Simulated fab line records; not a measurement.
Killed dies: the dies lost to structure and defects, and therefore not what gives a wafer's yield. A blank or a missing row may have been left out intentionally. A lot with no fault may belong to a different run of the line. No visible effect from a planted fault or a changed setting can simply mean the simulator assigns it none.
fab line records + flow sfq-line
record:
- lots: 7
- wafers: 21
- last-day: 92
route steps=325 shown JJ@178
lots that met no fault: from a run of the same line without faults
start-h: hours from the record's first day to the start of the lot's first wafer shown + wait-h: hours from the lot's prior step to this one + " unchanged from the row above + L1.1+2: one row covering several wafers at once + - either no value or no given start + * or withheld: withheld + < > ~ a bound
route shown NAME@n: a module of which the file shows steps, and the number in the route of the first + usual: the fault-free wafers' mean and standard deviation + same: alike in all rows + chamber/n: place in a boat + sites: each site's reading + _std_site: standard deviation of those values + _edge_site: mean of outer sites minus mean of inner sites + radius-mm: how far each site lies from the wafer's centre + mask NAME#n: copy n + behind: the most recent tool/chamber to have shaped the wafer + hold: why the lot was held/for how many hours/how that ended + device: transistor that didn't switch, given as n, p or np + end of line: tests of these same wafers at the route's end + a step without rows: its recipe alone + killed: count of dies lost to structure and defects at first sort (not the wafer's yield) + map: shows each die of a wafer: x if killed, . if not, _ if none is there
set.NAME: the setting as run; set.NAME@STEP: as run at that earlier step + model.NAME: the simulator's own value behind a step, which no gauge read
lots seen at some steps along the route; tables by step, rows by wafer
services: when a tool's chamber went out of use (start-h, in hours from the record's first day, below 0 if earlier), for how many hours, and the reason
== steps ==
step: SFQ_TRILAYER_JJ_TRILAYER_DEP_PRE_CLEAN_113
recipe:
- gas: Ar
- time-s: 22.5
- bias-v: 250
step: SFQ_TRILAYER_JJ_TRILAYER_DEP_SPUTTER_109
recipe:
- material: Nb
- base-pressure-pa: 1.33e-06
- chamber-pressure-pa: 0.1333
- substrate-temp-c: 20
- target-thk-nm: 150
- power-w: 2000
- time-s: 100
usual:
- chamber-pressure-pa: 0.13332/0.00026
- throttle-valve-pct: 29.8/0.73
| lot.wafer | tool           | chamber | start-h | wait-h | chamber-pressure-pa | throttle-valve-pct |
|-----------|----------------|---------|---------|--------|---------------------|--------------------|
| L300.4    | pvd-sputter-03 | -       | 1456.97 | 0.0    | 0.13326             | 28.9               |
| L300.5    | "              | -       | "       | "      | 0.13361             | 29.6               |
| L300.6    | "              | -       | "       | "      | 0.13329             | 30.3               |
| L306.1    | pvd-sputter-03 | -       | 1486.69 | 0.0    | 0.13355             | 30.0               |
| L306.2    | "              | -       | "       | "      | 0.13357             | 29.8               |
| L306.5    | "              | -       | "       | "      | 0.13324             | 29.9               |
| L310.2    | pvd-sputter-03 | -       | 1495.71 | 0.0    | 0.13384             | 30.0               |
| L310.4    | "              | -       | "       | "      | 0.13383             | 29.4               |
| L310.5    | "              | -       | "       | "      | 0.1336              | 29.7               |
| L311.2    | pvd-sputter-03 | -       | 1500.49 | 0.0    | 0.13347             | 29.7               |
| L311.4    | "              | -       | "       | "      | 0.13353             | 29.3               |
| L311.6    | "              | -       | "       | "      | 0.1335              | 30.7               |
| L312.2    | pvd-sputter-03 | -       | 1505.29 | 0.0    | 0.13311             | 30.5               |
| L312.3    | "              | -       | "       | "      | 0.1335              | 29.1               |
| L312.6    | "              | -       | "       | "      | 0.13355             | 29.2               |
| L314.1    | pvd-sputter-05 | -       | 1510.09 | 0.0    | 0.13311             | 28.5               |
| L314.5    | "              | -       | "       | "      | 0.13332             | 28.7               |
| L314.6    | "              | -       | "       | "      | 0.13346             | 29.8               |
| L315.2    | pvd-sputter-03 | -       | 1514.22 | 0.0    | 0.13332             | 29.1               |
| L315.5    | "              | -       | "       | "      | 0.13337             | 29.1               |
| L315.6    | "              | -       | "       | "      | 0.13354             | 29.8               |
step: SFQ_TRILAYER_JJ_TRILAYER_DEP_SPUTTER_110
recipe:
- material: Al
- base-pressure-pa: 1.33e-06
- target-thk-nm: 8
- power-w: 500
- time-s: 10
- chamber-pressure-pa: 0.4
usual:
- chamber-pressure-pa: 0.4000/0.00068
- throttle-valve-pct: 29.8/0.71
| lot.wafer | tool           | chamber | start-h | wait-h | chamber-pressure-pa | throttle-valve-pct |
|-----------|----------------|---------|---------|--------|---------------------|--------------------|
| L300.4    | pvd-sputter-03 | -       | 1457.02 | 0.0    | 0.4007              | 29.3               |
| L300.5    | "              | -       | "       | "      | 0.4001              | 29.9               |
| L300.6    | "              | -       | "       | "      | 0.4002              | 30.8               |
| L306.1    | pvd-sputter-03 | -       | 1486.77 | 0.0    | 0.4004              | 29.7               |
| L306.2    | "              | -       | "       | "      | 0.4006              | 29.9               |
| L306.5    | "              | -       | "       | "      | 0.4003              | 29.6               |
| L310.2    | pvd-sputter-03 | -       | 1495.78 | 0.0    | 0.4011              | 29.8               |
| L310.4    | "              | -       | "       | "      | 0.4003              | 29.1               |
| L310.5    | "              | -       | "       | "      | 0.3989              | 29.9               |
| L311.2    | pvd-sputter-03 | -       | 1500.56 | 0.0    | 0.4002              | 30.0               |
| L311.4    | "              | -       | "       | "      | 0.4000              | 29.3               |
| L311.6    | "              | -       | "       | "      | 0.3993              | 30.7               |
| L312.2    | pvd-sputter-03 | -       | 1505.36 | 0.0    | 0.3994              | 30.6               |
| L312.3    | "              | -       | "       | "      | 0.4008              | 29.0               |
| L312.6    | "              | -       | "       | "      | 0.3993              | 29.0               |
| L314.1    | pvd-sputter-05 | -       | 1510.16 | 0.0    | 0.4011              | 28.5               |
| L314.5    | "              | -       | "       | "      | 0.3996              | 28.6               |
| L314.6    | "              | -       | "       | "      | 0.4003              | 29.8               |
| L315.2    | pvd-sputter-03 | -       | 1514.30 | 0.0    | 0.3991              | 29.3               |
| L315.5    | "              | -       | "       | "      | 0.3998              | 29.3               |
| L315.6    | "              | -       | "       | "      | 0.4009              | 29.8               |
step: SFQ_TRILAYER_JJ_TRILAYER_DEP_AL_OXIDATION_111
recipe:
- pressure-mbar: 0.014667
- oxidation-time-s: 600
- temperature-k: 293
step: SFQ_TRILAYER_JJ_TRILAYER_DEP_SPUTTER_112
recipe:
- material: Nb
- base-pressure-pa: 1.33e-06
- chamber-pressure-pa: 0.1333
- substrate-temp-c: 20
- target-thk-nm: 170
- power-w: 2000
- time-s: 113.3
usual:
- chamber-pressure-pa: 0.13329/0.00026
- throttle-valve-pct: 29.8/0.72
| lot.wafer | tool           | chamber | start-h | wait-h | chamber-pressure-pa | throttle-valve-pct |
|-----------|----------------|---------|---------|--------|---------------------|--------------------|
| L300.4    | pvd-sputter-03 | -       | 1458.07 | 0.0    | 0.13355             | 29.2               |
| L300.5    | "              | -       | "       | "      | 0.13312             | 30.0               |
| L300.6    | "              | -       | "       | "      | 0.13336             | 30.4               |
| L306.1    | pvd-sputter-03 | -       | 1488.86 | 1.5    | 0.13337             | 29.7               |
| L306.2    | "              | -       | "       | "      | 0.13355             | 29.8               |
| L306.5    | "              | -       | "       | "      | 0.13318             | 29.6               |
| L310.2    | pvd-sputter-03 | -       | 1496.80 | 0.5    | 0.13346             | 29.9               |
| L310.4    | "              | -       | "       | "      | 0.1334              | 29.3               |
| L310.5    | "              | -       | "       | "      | 0.1336              | 30.0               |
| L311.2    | pvd-sputter-03 | -       | 1501.58 | 0.5    | 0.13278             | 29.5               |
| L311.4    | "              | -       | "       | "      | 0.13333             | 29.2               |
| L311.6    | "              | -       | "       | "      | 0.13341             | 30.5               |
| L312.2    | pvd-sputter-03 | -       | 1506.38 | 0.5    | 0.13294             | 30.4               |
| L312.3    | "              | -       | "       | "      | 0.13296             | 29.1               |
| L312.6    | "              | -       | "       | "      | 0.13323             | 29.2               |
| L314.1    | pvd-sputter-05 | -       | 1511.18 | 0.5    | 0.13334             | 28.8               |
| L314.5    | "              | -       | "       | "      | 0.13337             | 28.7               |
| L314.6    | "              | -       | "       | "      | 0.13329             | 29.9               |
| L315.2    | pvd-sputter-03 | -       | 1515.32 | 0.5    | 0.13308             | 29.0               |
| L315.5    | "              | -       | "       | "      | 0.13308             | 29.1               |
| L315.6    | "              | -       | "       | "      | 0.13347             | 29.9               |
step: SFQ_JJ_RS_MEAS_929
recipe:
- thk-meas-gauge: four-point-probe
- reads: Nb_of_TRILAYER_JJ_TRILAYER_DEP_SPUTTER_112
usual:
- JJ_NB_RS: 1.052/0.011
| lot.wafer | tool          | chamber | start-h | wait-h | JJ_NB_RS[ohm/sq] |
|-----------|---------------|---------|---------|--------|------------------|
| L300.4    | film-metro-03 | -       | 1458.17 | 0.1    | 1.041            |
| L300.5    | "             | -       | "       | "      | 1.044            |
| L300.6    | "             | -       | "       | "      | 1.051            |
| L306.1    | film-metro-04 | -       | 1488.94 | 0.0    | 1.051            |
| L306.2    | "             | -       | "       | "      | 1.038            |
| L306.5    | "             | -       | "       | "      | 1.047            |
| L310.2    | film-metro-01 | -       | 1496.90 | 0.1    | 1.040            |
| L310.4    | "             | -       | "       | "      | 1.038            |
| L310.5    | "             | -       | "       | "      | 1.042            |
| L311.2    | film-metro-04 | -       | 1501.68 | 0.1    | 1.055            |
| L311.4    | "             | -       | "       | "      | 1.053            |
| L311.6    | "             | -       | "       | "      | 1.077            |
| L312.2    | film-metro-01 | -       | 1506.48 | 0.1    | 1.072            |
| L312.3    | "             | -       | "       | "      | 1.055            |
| L312.6    | "             | -       | "       | "      | 1.049            |
| L314.1    | film-metro-01 | -       | 1511.26 | 0.0    | 1.062            |
| L314.5    | "             | -       | "       | "      | 1.054            |
| L314.6    | "             | -       | "       | "      | 1.045            |
| L315.2    | film-metro-01 | -       | 1515.42 | 0.1    | 1.033            |
| L315.5    | "             | -       | "       | "      | 1.036            |
| L315.6    | "             | -       | "       | "      | 1.038            |
step: SFQ_TRILAYER_JJ_CE_LITHO_COAT_119
recipe:
- resist: BARC
- spin-rpm: 3000
- resist-thk-nm: 62
step: SFQ_TRILAYER_JJ_CE_LITHO_COAT_114
recipe:
- resist: KrF
- spin-rpm: 3000
- resist-thk-nm: 600
step: SFQ_TRILAYER_JJ_CE_LITHO_SOFTBAKE_118
recipe:
- temp-c: withheld
- time-s: withheld
- resist: KrF
step: SFQ_TRILAYER_JJ_CE_LITHO_EXPOSE_115
recipe:
- mask-id: J5
- na: 0.6
- source-shape: conventional
- sigma-outer: 0.65
- target-cd-nm: 700
- dose-mj: 14.4
step: SFQ_TRILAYER_JJ_CE_LITHO_PEB_117
recipe:
- peb-temp-c: 115
- peb-time-s: 60
- resist: KrF
step: SFQ_TRILAYER_JJ_CE_LITHO_DEVELOP_116
recipe:
- time-s: 60
- resist: KrF
usual:
- chill-plate-temp-C: 22.98/0.098
- exhaust-pa: 45.2/0.99
| lot.wafer | tool           | chamber | start-h | wait-h | chill-plate-temp-C | exhaust-pa | model.KrF_of_TRILAYER_JJ_CE_LITHO_COAT_114.thk-nm |
|-----------|----------------|---------|---------|--------|--------------------|------------|---------------------------------------------------|
| L300.4    | litho-track-04 | 0       | 1460.59 | 0.1    | 22.97              | 44.3       | 573.5                                             |
| L300.5    | "              | 0       | "       | "      | 23.04              | 43.4       | 574                                               |
| L300.6    | "              | 0       | "       | "      | 22.99              | 43.9       | 573.7                                             |
| L306.1    | litho-track-02 | 0       | 1500.55 | 0.1    | 22.98              | 45.9       | 572.5                                             |
| L306.2    | "              | 0       | "       | "      | 23.10              | 45.1       | 574.7                                             |
| L306.5    | "              | 0       | "       | "      | 22.98              | 46.8       | 573.7                                             |
| L310.2    | litho-track-03 | -       | 1507.77 | 0.1    | -                  | -          | 597.8                                             |
| L310.4    | "              | -       | "       | "      | -                  | -          | 598.5                                             |
| L310.5    | "              | -       | "       | "      | -                  | -          | 599.9                                             |
| L311.2    | litho-track-02 | -       | 1517.91 | 0.1    | -                  | -          | 602.8                                             |
| L311.4    | "              | -       | "       | "      | -                  | -          | 603.1                                             |
| L311.6    | "              | -       | "       | "      | -                  | -          | 601.8                                             |
| L312.2    | litho-track-03 | -       | 1522.71 | 0.1    | -                  | -          | 599.8                                             |
| L312.3    | "              | -       | "       | "      | -                  | -          | 599.4                                             |
| L312.6    | "              | -       | "       | "      | -                  | -          | 599.2                                             |
| L314.1    | litho-track-04 | 0       | 1621.53 | 0.1    | 22.95              | 44.0       | 571.5                                             |
| L314.5    | "              | 0       | "       | "      | 22.92              | 45.7       | 572.3                                             |
| L314.6    | "              | 0       | "       | "      | 22.86              | 45.5       | 572.4                                             |
| L315.2    | litho-track-04 | 0       | 1625.16 | 0.1    | 23.11              | 45.4       | 576.3                                             |
| L315.5    | "              | 0       | "       | "      | 22.98              | 43.5       | 576.7                                             |
| L315.6    | "              | 0       | "       | "      | 23.10              | 44.7       | 574.4                                             |
step: SFQ_JJ_OVL_MEAS_931
usual:
- J5_OVL: 0/5.2
| lot.wafer | tool       | chamber | start-h | wait-h | J5_OVL[nm] |
|-----------|------------|---------|---------|--------|------------|
| L300.4    | overlay-01 | -       | 1460.68 | 0.1    | 7          |
| L300.5    | "          | -       | "       | "      | 4          |
| L300.6    | "          | -       | "       | "      | 2          |
| L306.1    | overlay-02 | -       | 1500.70 | 0.1    | 2          |
| L306.2    | "          | -       | "       | "      | -2         |
| L306.5    | "          | -       | "       | "      | -3         |
| L310.2    | overlay-02 | -       | 1507.90 | 0.1    | -          |
| L310.4    | "          | -       | "       | "      | -          |
| L310.5    | "          | -       | "       | "      | -          |
| L311.2    | overlay-02 | -       | 1518.04 | 0.1    | -          |
| L311.4    | "          | -       | "       | "      | -          |
| L311.6    | "          | -       | "       | "      | -          |
| L312.2    | overlay-02 | -       | 1522.84 | 0.1    | -          |
| L312.3    | "          | -       | "       | "      | -          |
| L312.6    | "          | -       | "       | "      | -          |
| L314.1    | overlay-02 | -       | 1621.68 | 0.1    | -6         |
| L314.5    | "          | -       | "       | "      | -3         |
| L314.6    | "          | -       | "       | "      | 2          |
| L315.2    | overlay-02 | -       | 1625.29 | 0.1    | -1         |
| L315.5    | "          | -       | "       | "      | -2         |
| L315.6    | "          | -       | "       | "      | 2          |
== services ==
| tool           | chamber | start-h | hours | kind                   |
|----------------|---------|---------|-------|------------------------|
| pvd-sputter-03 | 2       | 1439.35 | -     | consumable-replace:kit |
| pvd-sputter-03 | 2       | 1439.35 | 18.0  | scheduled-down         |
| pvd-sputter-03 | 2       | 1439.35 | 18.0  | vent-cycle             |
| pvd-sputter-03 | -       | 1565.18 | 1.0   | repair                 |
== key ==
first-sign:
- step: SFQ_TRILAYER_JJ_CE_LITHO_DEVELOP_116
- reading: tool-record
- direction: missing
effect none on later readings
model-effect:
- step: SFQ_TRILAYER_JJ_CE_LITHO_DEVELOP_116
- value: KrF_of_TRILAYER_JJ_CE_LITHO_COAT_114.thk-nm
- without: 574.9
- struck: 600.3
met-at SFQ_TRILAYER_JJ_CE_LITHO_DEVELOP_116
struck-wafers L310.2,L310.4,L310.5,L311.2,L311.4,L311.6,L312.2,L312.3,L312.6
onset-between 1500.55 1507.77
fault:
- kind: skipped-step-whole
- tool: litho-track-02,litho-track-03
- chamber: -
- onset-h: 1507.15
- steps: SFQ_TRILAYER_JJ_CE_LITHO_DEVELOP_116
- scope: struck-lots-only
